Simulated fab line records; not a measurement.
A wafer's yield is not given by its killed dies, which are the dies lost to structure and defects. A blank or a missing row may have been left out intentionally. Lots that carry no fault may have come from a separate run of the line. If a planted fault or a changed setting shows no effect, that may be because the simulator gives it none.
A lot that was struck, set against a sound lot / flow sky130 / 14 steps out of a route of 708
Sound: wafers L616.1, L616.4, L616.6. Wafers L620.2, L620.4, L620.6 were the ones struck. The cause is named last.
Per side, at each step with rows, come the tool, then ch with its chambers, and then its first start. Under that, the readings that differ: sound wafers / struck wafers / difference of the means / sigmas: that difference in standard deviations of wafers without a fault.
alike: words and numbers the same on both sides, and readings whose means are apart by under 2 such deviations; not compared: readings that were withheld, readings missing a value for some wafer, numbers with overlapping values and no deviation given by the record, and bounds like >300 which may hide the same value.
Wherever a step has rows on one side only, a row that says differs or no value, or a row with sigmas, the two part there. When numbers do not overlap yet have no deviation, they are printed without sigmas and do not part them. Lack of a reading on every wafer of one side parts them only where that side has two or more wafers.

first, 2 steps without rows for these wafers: SKY_VT_ADJUST_PCH_PEB_05; SKY_VT_ADJUST_PCH_DEVELOP_06 (develop time 60 s).
SKY_VT_ADJUST_PCH_OVL_MEAS_07:
  sound: overlay-01 at day 11 06:11; struck: overlay-02 at day 12 13:07
  alike: VT_ADJUST_PCH_OVL
following that, these wafers have no rows for 1 step: SKY_VT_ADJUST_PCH_IMPLANT_08.
SKY_VT_ADJUST_PCH_STRIP_09: strips in O2/N2.
  sound on plasmaAsher-02 ch 0, day 11 06:23; struck on plasmaAsher-04 ch 0, day 12 13:18
reading=stripTimeToEndpointS (s); sound=36.91 37.02 37.05; struck=36.66 36.78 36.83; difference=-0.24; sigmas=-2
  alike: drypumpMotorCurrentA, oesProductAu
  not compared: rfHoursCounterH
SKY_VT_ADJUST_PCH_TW_MEAS_10:
  sound: filmMetro-01 at day 11 06:29; struck: filmMetro-01 at day 12 13:25
  alike: VT_ADJUST_PCH_TW
then, 6 steps without rows for these wafers: SKY_SONOS_TUNNEL_DEHYDRATE_00 (time 60 s); SKY_SONOS_TUNNEL_HMDS_01 (prime time 60 s); SKY_SONOS_TUNNEL_COAT_02 (resist thk 1140 nm); SKY_SONOS_TUNNEL_SOFTBAKE_03 (time 60 s); SKY_SONOS_TUNNEL_EXPOSE_04 (exposes mask TUNM, target cd 410 nm); SKY_SONOS_TUNNEL_PEB_05.
SKY_SONOS_TUNNEL_DEVELOP_06: develop time 60 s.
  struck on lithoTrack-02, day 13 14:22; sound on lithoTrack-02 ch 0, day 12 05:44
  no value came back on the struck wafers for chillPlateTempC (C), developTimeS (s); on the sound wafers chillPlateTempC (C) reads 22.91 22.80 22.85
SKY_SONOS_TUNNEL_CD_MEAS_07: target cd 410 nm.
  sound: cdSem-01 at day 12 05:53; struck: cdSem-02 at day 13 14:31
reading=cdNm (nm); sound=410.2 410.6 409.4; struck=- - -; difference=no value on the struck wafers; sigmas=

WHERE THEY PART
First at SKY_VT_ADJUST_PCH_STRIP_09; last, within this record, at SKY_SONOS_TUNNEL_CD_MEAS_07.

WHY: what the simulator had put in
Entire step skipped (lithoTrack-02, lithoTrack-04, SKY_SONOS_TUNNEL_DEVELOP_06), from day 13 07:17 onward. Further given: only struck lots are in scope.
